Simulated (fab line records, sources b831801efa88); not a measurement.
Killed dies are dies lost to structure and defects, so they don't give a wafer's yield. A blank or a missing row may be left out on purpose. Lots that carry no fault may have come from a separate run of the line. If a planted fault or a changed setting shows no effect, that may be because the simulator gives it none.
Commonality check across tools || flow sky130 || Sample size 13 lots and 38 wafers

## REASON IT WAS OPENED
1 of 13 lots carry a flag on the reading VT_ADJUST_NCORE_TW at SKY_VT_ADJUST_NCORE_TW_MEAS_11. Wafers without a fault read 218.6, standard deviation 1.7.
Rule: flag the lot when none of its wafers has a number, or when each of its wafers that has one lies beyond 4 standard deviations from that mean. All remaining lots are regarded as sound.

{"lot": "L203", "measured": "day 8 20:52", "on": "film-metro-02", "VT_ADJUST_NCORE_TW, wafer by wafer": "216.3 216.4 217.1", "flag": ""}
{"lot": "L205", "measured": "day 9 11:43", "on": "film-metro-01", "VT_ADJUST_NCORE_TW, wafer by wafer": "30.3 30.2 30.1", "flag": "FLAGGED"}
{"lot": "L209", "measured": "day 10 23:37", "on": "film-metro-03", "VT_ADJUST_NCORE_TW, wafer by wafer": "217.3 217.1 218.5", "flag": ""}
{"lot": "L212", "measured": "day 11 18:58", "on": "film-metro-01", "VT_ADJUST_NCORE_TW, wafer by wafer": "219.2 219.2 219.7", "flag": ""}
{"lot": "L211", "measured": "day 11 19:43", "on": "film-metro-03", "VT_ADJUST_NCORE_TW, wafer by wafer": "218.5 217.9 218.8", "flag": ""}
{"lot": "L213", "measured": "day 12 02:58", "on": "film-metro-01", "VT_ADJUST_NCORE_TW, wafer by wafer": "219.6 220.1 219.8", "flag": ""}
{"lot": "L215", "measured": "day 12 09:34", "on": "film-metro-01", "VT_ADJUST_NCORE_TW, wafer by wafer": "220.3 221.4 220.4", "flag": ""}
{"lot": "L216", "measured": "day 12 20:46", "on": "film-metro-02", "VT_ADJUST_NCORE_TW, wafer by wafer": "216.7 217.0 217.3", "flag": ""}
{"lot": "L219", "measured": "day 13 15:56", "on": "film-metro-02", "VT_ADJUST_NCORE_TW, wafer by wafer": "218.5 218.0", "flag": ""}
{"lot": "L220", "measured": "day 13 20:56", "on": "film-metro-02", "VT_ADJUST_NCORE_TW, wafer by wafer": "217.2 217.3 219.4", "flag": ""}
{"lot": "L222", "measured": "day 14 08:49", "on": "film-metro-02", "VT_ADJUST_NCORE_TW, wafer by wafer": "216.5 216.2 216.8", "flag": ""}
{"lot": "L224", "measured": "day 15 02:18", "on": "film-metro-01", "VT_ADJUST_NCORE_TW, wafer by wafer": "221.0 221.2 221.9", "flag": ""}
{"lot": "L225", "measured": "day 15 08:59", "on": "film-metro-01", "VT_ADJUST_NCORE_TW, wafer by wafer": "221.2 220.3 221.5", "flag": ""}
The numbers of the flagged lots are 30.2 on average: -188.4 against the usual, or -99 or more standard deviations.

## LOT BY LOT: THE TOOL USED
The record keeps 1 process step preceding the reading, out of 708 steps on the route. Read each cell as the tool, then ch plus the chambers that the sampled wafers visited, then the start.
{"lot": "L203", "flag": "", "SKY_VT_ADJUST_NCORE_EXPOSE_04": "iline-stepper-01 ch 0, day 8 09:37"}
{"lot": "L205", "flag": "FLAGGED", "SKY_VT_ADJUST_NCORE_EXPOSE_04": "iline-stepper-01 ch 0, day 9 00:47"}
{"lot": "L209", "flag": "", "SKY_VT_ADJUST_NCORE_EXPOSE_04": "iline-stepper-02 ch 0, day 10 11:31"}
{"lot": "L212", "flag": "", "SKY_VT_ADJUST_NCORE_EXPOSE_04": "iline-stepper-01 ch 0, day 11 06:44"}
{"lot": "L211", "flag": "", "SKY_VT_ADJUST_NCORE_EXPOSE_04": "iline-stepper-02 ch 0, day 11 08:03"}
{"lot": "L213", "flag": "", "SKY_VT_ADJUST_NCORE_EXPOSE_04": "iline-stepper-01 ch 0, day 11 15:17"}
{"lot": "L215", "flag": "", "SKY_VT_ADJUST_NCORE_EXPOSE_04": "iline-stepper-02 ch 0, day 11 22:07"}
{"lot": "L216", "flag": "", "SKY_VT_ADJUST_NCORE_EXPOSE_04": "iline-stepper-02 ch 0, day 12 07:47"}
{"lot": "L219", "flag": "", "SKY_VT_ADJUST_NCORE_EXPOSE_04": "iline-stepper-01 ch 0, day 13 03:23"}
{"lot": "L220", "flag": "", "SKY_VT_ADJUST_NCORE_EXPOSE_04": "iline-stepper-01 ch 0, day 13 06:55"}
{"lot": "L222", "flag": "", "SKY_VT_ADJUST_NCORE_EXPOSE_04": "iline-stepper-02 ch 0, day 13 19:23"}
{"lot": "L224", "flag": "", "SKY_VT_ADJUST_NCORE_EXPOSE_04": "iline-stepper-01 ch 0, day 14 12:43"}
{"lot": "L225", "flag": "", "SKY_VT_ADJUST_NCORE_EXPOSE_04": "iline-stepper-01 ch 0, day 14 18:46"}
These steps, and what they do:
- SKY_VT_ADJUST_NCORE_EXPOSE_04: exposes mask LVTN COMPLEMENT THIN, target cd 380 nm.
- SKY_VT_ADJUST_NCORE_TW_MEAS_11

## FLAGGED AGAINST TOTAL, ONE TOOL AT A TIME (gauges that did the reading follow at the end)
{"step": "SKY_VT_ADJUST_NCORE_EXPOSE_04", "tool": "iline-stepper-01", "lots run": 8, "flagged": 1, "share of the flagged lots": "all", "sound lots run after its first flagged lot": "6 (L212,L213,L219,L220,L224,L225)"}
{"step": "SKY_VT_ADJUST_NCORE_EXPOSE_04", "tool": "iline-stepper-02", "lots run": 5, "flagged": 0, "share of the flagged lots": "none", "sound lots run after its first flagged lot": "-"}
{"step": "SKY_VT_ADJUST_NCORE_TW_MEAS_11", "tool": "film-metro-01", "lots run": 6, "flagged": 1, "share of the flagged lots": "all", "sound lots run after its first flagged lot": "5 (L212,L213,L215,L224,L225)"}
{"step": "SKY_VT_ADJUST_NCORE_TW_MEAS_11", "tool": "film-metro-02", "lots run": 5, "flagged": 0, "share of the flagged lots": "none", "sound lots run after its first flagged lot": "-"}
{"step": "SKY_VT_ADJUST_NCORE_TW_MEAS_11", "tool": "film-metro-03", "lots run": 2, "flagged": 0, "share of the flagged lots": "none", "sound lots run after its first flagged lot": "-"}

## WHAT THE TABLE PERMITS
2 rows of the table ran every flagged lot: iline-stepper-01 at SKY_VT_ADJUST_NCORE_EXPOSE_04, film-metro-01 at SKY_VT_ADJUST_NCORE_TW_MEAS_11.
- iline-stepper-01 at SKY_VT_ADJUST_NCORE_EXPOSE_04: 1 of its 8 lots flagged. Lots that were sound ran on it after the first flagged one (L212, L213, L219, L220, L224, L225); a persistent fault on the entire tool would not allow that.
- film-metro-01 at SKY_VT_ADJUST_NCORE_TW_MEAS_11: 1 of its 6 lots flagged. Lots that were sound ran on it after the first flagged one (L212, L213, L215, L224, L225); a persistent fault on the entire tool would not allow that.
Not one row of the table ran every flagged lot while running no sound lot after the first.

## WHAT THE SIMULATOR PUT IN
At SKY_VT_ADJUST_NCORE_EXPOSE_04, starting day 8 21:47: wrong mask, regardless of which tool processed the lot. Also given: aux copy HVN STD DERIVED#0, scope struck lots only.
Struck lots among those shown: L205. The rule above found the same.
